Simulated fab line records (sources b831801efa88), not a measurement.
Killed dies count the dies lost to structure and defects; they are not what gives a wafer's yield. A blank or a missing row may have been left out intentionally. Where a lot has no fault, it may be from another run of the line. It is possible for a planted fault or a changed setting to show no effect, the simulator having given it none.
fab line records	flow sky130
record lots=11	wafers=33	lastDay=50
route steps=708 shown FIELD_ISO@18 LDD_HVP@286 POLY_CUT@317 LI_CONTACT@381
lots that met no fault: taken from a fault-free run of the same line
startH: start of the lot's first displayed wafer, in hours after the record's first day	waitH: time in hours since the lot's previous step	" the same as in the row above	L1.1+2: a single row standing in for several wafers	- either no value or no given start	* or withheld: withheld	< > ~ a bound
route shown NAME@n: names a module that has steps shown in the file, with the first one's number in the route	usual: mean and standard deviation over wafers with no fault	same: alike in all rows	chamber/n: place in a boat	sites: the reading at each site	_std_site: their standard deviation	_edge_site: the outer-site mean with the inner-site mean subtracted	radiusMm: how far each site lies from the wafer's centre	mask NAME#n: copy n	behind: tool/chamber where the wafer was last shaped	hold: the reason the lot was held/the length of the hold in hours/how it ended	device: the transistor (n, p or np) that didn't switch	end of line: tests of these same wafers at the route's end	a step with no rows: only its recipe	killed: the dies lost at the first sort to structure and to defects; this is not the yield of the wafer	map: a wafer's dies, marking killed ones x, the rest . and places with no die _
set.NAME: the setting the step ran with; set.NAME@STEP: the setting that earlier step ran with	model.NAME: the simulator's own value behind a step, which no gauge read
a sample of lots followed through the steps of the route, with each step as a table and each wafer as a row
services: the hour from which a tool's chamber was out of use, counted from the record's first day as startH (under 0 if before that day), plus the number of hours and why
## steps
# step SKY_FIELD_ISO_ETCH_17
# recipe targetDepthA=3420	maskMaterial=Si3N4	chemistry=HBr/Cl2/O2	target=Si	taperDeg=5	icpW=600	biasW=150	pressureMtorr=15	HBr_flow_sccm=150	Cl2_flow_sccm=40	O2_flow_sccm=6	timeS=97.7
# usual drypumpMotorCurrentA=5.7/0.47	oesProductAu=1.000/0.0094	rfFwdPowerW=596.7/2.1	throttleValvePct=25.657/0.011
lot.wafer	tool	chamber	startH	waitH	drypumpMotorCurrentA	oesProductAu	rfFwdPowerW	rfHoursCounterH	throttleValvePct
L102.2	rieSi-01	0	36.31	0.1	6.3	0.998	598.9	20	25.666
L102.3	"	2	"	"	5.1	1.011	597.9	39	25.657
L102.4	"	3	"	"	5.4	0.997	597.4	153	25.674
L103.4	rieSi-02	2	38.86	0.0	6.0	1.015	597.2	49	25.632
L103.5	"	0	"	"	5.7	0.995	598.4	-	25.643
L103.6	"	1	"	"	5.5	1.004	596.8	-	25.665
L104.3	rieSi-01	1	46.40	0.0	6.6	0.985	597.3	10	25.670
L104.4	"	2	"	"	5.1	0.999	595.5	39	25.660
L104.5	"	0	"	"	6.2	1.003	598.2	-	25.666
L105.3	rieSi-01	2	49.68	0.0	5.1	1.009	594.6	39	25.642
L105.5	"	3	"	"	5.4	1.004	597.4	-	25.662
L105.6	"	2	"	"	5.1	1.021	596.5	-	25.661
L106.1	rieSi-01	2	54.95	0.1	5.1	0.990	596.1	39	25.638
L106.4	"	1	"	"	6.7	0.980	596.9	10	25.673
L106.6	"	0	"	"	6.2	0.998	597.1	-	25.658
L108.1	rieSi-01	3	65.72	0.1	5.4	0.997	598.3	153	25.651
L108.2	"	2	"	"	5.1	1.008	595.2	39	25.652
L108.3	"	1	"	"	6.7	0.997	597.6	10	25.655
L112.2	rieSi-01	2	86.21	0.1	5.1	0.995	600.2	40	25.655
L112.3	"	3	"	"	5.4	1.011	598.5	0	25.655
L112.4	"	0	"	"	6.3	0.997	599.7	21	25.665
L116.2	rieSi-01	1	105.58	0.1	6.6	0.991	596.3	11	25.659
L116.5	"	2	"	"	5.1	0.999	595.5	-	25.645
L116.6	"	3	"	"	5.4	1.015	598.0	-	25.640
L119.1	rieSi-02	3	123.80	0.1	5.2	0.986	597.8	9	25.649
L119.5	"	3	"	"	5.3	0.990	597.9	-	25.673
L119.6	"	0	"	"	5.6	0.996	598.0	-	25.664
L121.3	rieSi-02	1	133.18	0.0	5.6	0.980	591.2	32	25.672
L121.5	"	2	"	"	6.0	1.014	596.1	-	25.669
L121.6	"	3	"	"	5.3	0.980	599.0	-	25.680
L124.2	rieSi-02	2	147.98	0.1	6.0	1.013	598.1	50	25.658
L124.3	"	1	"	"	5.6	0.999	594.2	32	25.661
L124.5	"	0	"	"	5.7	1.011	597.1	-	25.673
# step SKY_LDD_HVP_IMPLANT_08
# recipe species=B	energyKev=20	doseCm2=1.7e+13	tiltDeg=17.9
# usual beamEnergyKeV=19.999/0.0057	faradayCurrentUA=95.9/2.1
lot.wafer	tool	chamber	startH	waitH	beamEnergyKeV	faradayCurrentUA
L102.2	implanter-03	0	503.18	0.0	19.988	95.6
L102.3	"	0	"	"	19.997	90.5
L102.4	"	0	"	"	19.987	96.8
L103.4	implanter-04	0	508.93	0.1	20.011	95.9
L103.5	"	0	"	"	20.007	94.4
L103.6	"	0	"	"	20.007	94.1
L104.3	implanter-04	0	523.96	0.1	19.994	98.2
L104.4	"	0	"	"	19.994	96.6
L104.5	"	0	"	"	20.000	94.6
L105.3	implanter-03	0	531.05	0.2	19.996	97.4
L105.5	"	0	"	"	19.994	96.3
L105.6	"	0	"	"	19.995	93.2
L106.1	implanter-01	0	541.75	0.0	19.995	98.4
L106.4	"	0	"	"	19.996	96.7
L106.6	"	0	"	"	19.991	91.7
L108.1	implanter-01	0	561.21	0.0	19.996	96.1
L108.2	"	0	"	"	20.000	94.7
L108.3	"	0	"	"	19.999	94.9
L112.2	implanter-04	0	595.70	0.0	17.374	94.1
L112.3	"	0	"	"	17.374	95.5
L112.4	"	0	"	"	17.378	95.4
L116.2	implanter-04	0	619.55	0.0	17.373	98.1
L116.5	"	0	"	"	17.379	93.8
L116.6	"	0	"	"	17.370	97.9
L119.1	implanter-01	0	651.73	0.0	20.012	97.5
L119.5	"	0	"	"	20.003	96.1
L119.6	"	0	"	"	19.991	98.6
L121.3	implanter-03	0	665.60	0.1	19.992	98.8
L121.5	"	0	"	"	19.996	97.6
L121.6	"	0	"	"	20.001	98.9
L124.2	implanter-03	0	697.45	0.0	19.994	92.6
L124.3	"	0	"	"	19.995	94.1
L124.5	"	0	"	"	19.995	94.1
# step SKY_LDD_HVP_TW_MEAS_10
# usual LDD_HVP_TW=457.2/2.9
lot.wafer	tool	chamber	startH	waitH	LDD_HVP_TW
L102.2	filmMetro-04	-	503.42	0.1	457.6
L102.3	"	-	"	"	457.2
L102.4	"	-	"	"	457.3
L103.4	filmMetro-01	-	509.14	0.1	461.7
L103.5	"	-	"	"	461.7
L103.6	"	-	"	"	461.0
L104.3	filmMetro-01	-	524.18	0.1	460.2
L104.4	"	-	"	"	460.7
L104.5	"	-	"	"	461.2
L105.3	filmMetro-02	-	531.27	0.1	458.2
L105.5	"	-	"	"	454.4
L105.6	"	-	"	"	458.2
L106.1	filmMetro-01	-	542.00	0.1	464.5
L106.4	"	-	"	"	462.1
L106.6	"	-	"	"	463.0
L108.1	filmMetro-02	-	561.46	0.1	456.3
L108.2	"	-	"	"	458.2
L108.3	"	-	"	"	457.3
L112.2	filmMetro-02	-	595.94	0.1	442.6
L112.3	"	-	"	"	444.5
L112.4	"	-	"	"	441.4
L116.2	filmMetro-04	-	619.79	0.1	444.4
L116.5	"	-	"	"	443.3
L116.6	"	-	"	"	446.1
L119.1	filmMetro-02	-	651.98	0.1	457.4
L119.5	"	-	"	"	456.1
L119.6	"	-	"	"	455.1
L121.3	filmMetro-04	-	665.82	0.1	450.7
L121.5	"	-	"	"	451.7
L121.6	"	-	"	"	456.0
L124.2	filmMetro-04	-	697.69	0.1	453.9
L124.3	"	-	"	"	450.0
L124.5	"	-	"	"	451.9
# step SKY_POLY_CUT_ETCH_10
# recipe chemistry=N2/H2	target=BARC	ionEnergyEv=200	sourceW=500	biasW=100	pressureMtorr=30	n2FlowSccm=100	h2FlowSccm=200	stopOn=SiO2	timeS=45.9	targetDepthA=600
# usual drypumpMotorCurrentA=5.8/0.41	oesProductAu=0.854/0.0048	rfFwdPowerW=494.9/1.9	throttleValvePct=13.226/0.0098
lot.wafer	tool	chamber	startH	waitH	drypumpMotorCurrentA	oesProductAu	rfFwdPowerW	rfHoursCounterH	throttleValvePct
L102.2	rieDiel-02	2	566.43	0.0	6.4	0.852	495.2	32	13.229
L102.3	"	0	"	"	5.7	0.850	493.0	58	13.234
L102.4	"	0	"	"	5.7	0.858	494.7	-	13.225
L103.4	rieDiel-04	3	574.46	0.0	5.3	0.853	493.6	-	13.227
L103.5	"	2	"	"	5.2	0.855	495.6	-	13.236
L103.6	"	1	"	"	4.9	0.851	492.9	-	13.226
L104.3	rieDiel-02	1	586.53	0.0	5.5	0.849	493.5	4	13.229
L104.4	"	1	"	"	5.5	0.854	492.7	-	13.216
L104.5	"	2	"	"	6.4	0.850	493.6	-	13.221
L105.3	rieDiel-02	2	593.97	0.0	6.4	0.851	493.5	32	13.253
L105.5	"	3	"	"	5.7	0.848	495.4	-	13.237
L105.6	"	0	"	"	5.7	0.853	492.8	-	13.244
L106.1	rieDiel-02	0	605.42	0.0	5.7	0.845	497.5	59	13.232
L106.4	"	2	"	"	6.4	0.860	496.7	33	13.214
L106.6	"	3	"	"	5.7	0.854	496.4	-	13.217
L108.1	rieDiel-03	0	624.38	0.0	6.2	0.862	496.2	40	13.229
L108.2	"	1	"	"	5.6	0.861	497.8	61	13.206
L108.3	"	3	"	"	5.4	0.859	494.0	0	13.232
L112.2	rieDiel-04	0	658.62	0.0	6.0	0.853	491.7	22	13.216
L112.3	"	2	"	"	5.2	0.855	498.2	16	13.229
L112.4	"	1	"	"	4.9	0.851	498.6	8	13.227
L116.2	rieDiel-03	2	680.62	0.0	6.0	0.861	498.1	51	13.226
L116.5	"	2	"	"	5.9	0.853	496.8	-	13.225
L116.6	"	3	"	"	5.4	0.853	492.7	-	13.211
L119.1	rieDiel-03	2	712.32	0.0	6.0	0.851	495.1	51	13.242
L119.5	"	3	"	"	5.4	0.861	495.5	-	13.230
L119.6	"	2	"	"	6.0	0.850	496.7	-	13.224
L121.3	rieDiel-04	1	726.82	0.0	4.9	0.852	495.1	10	13.242
L121.5	"	0	"	"	6.0	0.853	493.6	-	13.218
L121.6	"	3	"	"	5.3	0.847	493.2	-	13.234
L124.2	rieDiel-02	2	755.44	0.0	6.5	0.853	490.4	35	13.232
L124.3	"	1	"	"	5.5	0.857	494.7	7	13.219
L124.5	"	2	"	"	6.4	0.856	492.3	-	13.232
# step SKY_LI_CONTACT_SPUTTER_19
# recipe material=Ti	targetThkNm=20	chamberPressurePa=5	powerW=2500	substrateTempC=200	timeS=106.37
# usual throttleValvePct=29.2/0.92
lot.wafer	tool	chamber	startH	waitH	throttleValvePct
L102.2	pvdSputter-01	-	686.00	0.0	28.8
L102.3	"	-	"	"	29.9
L102.4	"	-	"	"	30.0
L103.4	pvdSputter-02	-	695.54	0.0	30.9
L103.5	"	-	"	"	29.1
L103.6	"	-	"	"	27.4
L104.3	pvdSputter-02	-	706.05	0.0	30.1
L104.4	"	-	"	"	31.1
L104.5	"	-	"	"	31.0
L105.3	pvdSputter-02	-	713.85	0.0	27.5
L105.5	"	-	"	"	30.3
L105.6	"	-	"	"	29.2
L106.1	pvdSputter-01	-	725.14	0.0	29.6
L106.4	"	-	"	"	30.4
L106.6	"	-	"	"	30.2
L108.1	pvdSputter-04	-	742.16	0.0	28.8
L108.2	"	-	"	"	27.7
L108.3	"	-	"	"	29.2
L112.2	pvdSputter-04	-	772.98	0.0	30.3
L112.3	"	-	"	"	29.0
L112.4	"	-	"	"	27.4
L116.2	pvdSputter-02	-	791.88	0.0	27.1
L116.5	"	-	"	"	29.3
L116.6	"	-	"	"	27.4
L119.1	pvdSputter-01	-	821.84	0.0	29.2
L119.5	"	-	"	"	29.6
L119.6	"	-	"	"	28.7
L121.3	pvdSputter-04	-	836.03	0.0	29.2
L121.5	"	-	"	"	29.1
L121.6	"	-	"	"	30.0
L124.2	pvdSputter-01	-	862.54	0.0	29.0
L124.3	"	-	"	"	30.2
L124.5	"	-	"	"	29.6
## services
tool	chamber	startH	hours	kind
rieDiel-02	-	24.54	0.7	repair
rieDiel-02	1	48.80	5.5	repair
rieDiel-02	-	81.60	0.5	repair
rieSi-01	1	119.05	13.7	repair
rieDiel-02	2	123.25	2.8	repair
rieDiel-02	3	138.65	6.5	repair
rieDiel-02	3	175.38	5.9	repair
rieDiel-02	2	252.54	4.3	repair
rieDiel-02	2	285.87	3.8	repair
rieDiel-02	0	319.64	4.6	repair
rieSi-01	-	354.58	2.8	pm
rieDiel-02	-	433.19	2.8	pm
rieSi-01	3	464.91	31.5	repair
rieDiel-02	3	471.64	9.5	repair
rieSi-01	0	474.00	34.1	repair
rieDiel-02	0	518.10	8.6	repair
rieDiel-02	3	614.29	6.9	repair
rieDiel-02	1	655.63	4.6	repair
rieDiel-02	-	697.52	0.8	repair
rieDiel-02	1	720.77	2.6	repair
rieDiel-02	3	721.18	6.8	repair
rieSi-01	2	730.47	6.7	repair
rieDiel-02	3	730.48	6.7	repair
rieDiel-02	3	806.26	4.5	repair
## key
firstSign step=SKY_LDD_HVP_IMPLANT_08	reading=beamEnergyKeV	direction=down	sigmas=99+	usual=*	struck=*
effect step=SKY_LDD_HVP_TW_MEAS_10	reading=LDD_HVP_TW	direction=down	sigmas=4.6	usual=457.2	struck=443.7
metAt SKY_LDD_HVP_IMPLANT_08
struckLots L112,L116
testerLeftOut L112,L116
notActingAt SKY_FIELD_ISO_ETCH_17,SKY_POLY_CUT_ETCH_10,SKY_LI_CONTACT_SPUTTER_19
onsetBetween 523.96 595.70
fault kind=processParameterDrift	tool=implanter-04	chamber=-	onsetH=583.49	steps=SKY_LDD_HVP_IMPLANT_08	channel=energyKev	offset=*	shape=step	endH=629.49	actsIn=*	stated=*
# testerLeftOut: of these lots the tester's yield and bins aren't shown, on N5 and GAA mostly nor the transistor test; their killed dies are dies lost to structure and defects alone, not to doping, threshold or leakage, so they don't give the yield
